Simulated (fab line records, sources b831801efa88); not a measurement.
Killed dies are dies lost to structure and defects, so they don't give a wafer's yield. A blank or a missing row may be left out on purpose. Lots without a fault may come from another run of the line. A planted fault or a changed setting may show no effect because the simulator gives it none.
Chamber matching | flow gf180mcu | GF_V4_CMP_04 on cmp-01: 4 sister chambers
The step polishes SiO2. 14 wafers are shown with their chamber, then 7 later ones without.

WAFERS WITH THEIR CHAMBER
wafer  | chamber | motor_current_A (A) | slurry_flow_ml_min | time_to_endpoint_s (s)
L709.1 | 3       | 11.1                | 150.6              | 70
L709.5 | 0       | 12.0                | 150.4              | 81
L709.6 | 1       | 12.7                | 149.9              | 85
L710.1 | 1       | 11.9                | 149.4              | 73
L710.5 | 3       | 10.8                | 150.3              | 83
L710.6 | 2       | 13.7                | 150.8              | 83
L719.3 | 2       | 14.3                | 150.4              | 79
L719.5 | 0       | 11.1                | 149.8              | 81
L719.6 | 1       | 12.6                | 149.2              | 82
L725.2 | 3       | 10.4                | 149.9              | 83
L725.3 | 2       | 14.3                | 150.3              | 71
L725.6 | 1       | 11.9                | 150.3              | 85
L726.3 | 0       | 11.4                | 151.1              | 86
L726.4 | 3       | 10.7                | 150.5              | 88

SIGNATURES (means of the wafers above)
reading            | chamber 0 | chamber 1 | chamber 2 | chamber 3 | scatter within a chamber
motor_current_A    | 11.500    | 12.275    | 14.100    | 10.750    | 0.384
slurry_flow_ml_min | 150.433   | 149.700   | 150.500   | 150.325   | 0.449
time_to_endpoint_s | 82.67     | 81.25     | 77.67     | 81.00     | 6.05
Rule: a wafer's distance from a chamber is the root of the sum, over the readings, of the square of ((its reading less the chamber's mean) divided by the reading's scatter). The wafer belongs to the nearest chamber; if the next one is less than 2 further off, it can't be placed. The scatter: the root of (the sum of the squares of (reading less its chamber's mean) over the shown wafers, divided by (wafers less chambers)).

WAFERS WITHOUT THEIR CHAMBER
wafer  | motor_current_A (A) | slurry_flow_ml_min | time_to_endpoint_s (s)
L726.6 | 10.5                | 149.8              | 85
L727.3 | 11.4                | 149.5              | 84
L727.4 | 12.9                | 150.2              | 83
L727.6 | 11.0                | 149.6              | 94
L730.2 | 11.3                | 150.2              | 87
L730.4 | 11.4                | 149.9              | 84
L730.6 | 10.9                | 150.8              | 85

WHICH CHAMBER EACH WENT THROUGH
wafer  | from the rows above          | in truth
L726.6 | can't be placed: 3 or 0      | 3
L727.3 | can't be placed: 0 or 1 or 3 | 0
L727.4 | can't be placed: 1 or 2 or 0 | 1
L727.6 | can't be placed: 3 or 0 or 1 | 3
L730.2 | can't be placed: 0 or 3 or 1 | 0
L730.4 | can't be placed: 0 or 3 or 1 | 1
L730.6 | can't be placed: 3 or 0      | 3
Placed correctly: 0 of 7. Can't be placed from these rows: 7 (the true chamber is among the candidates in 7). Placed wrongly: 0.
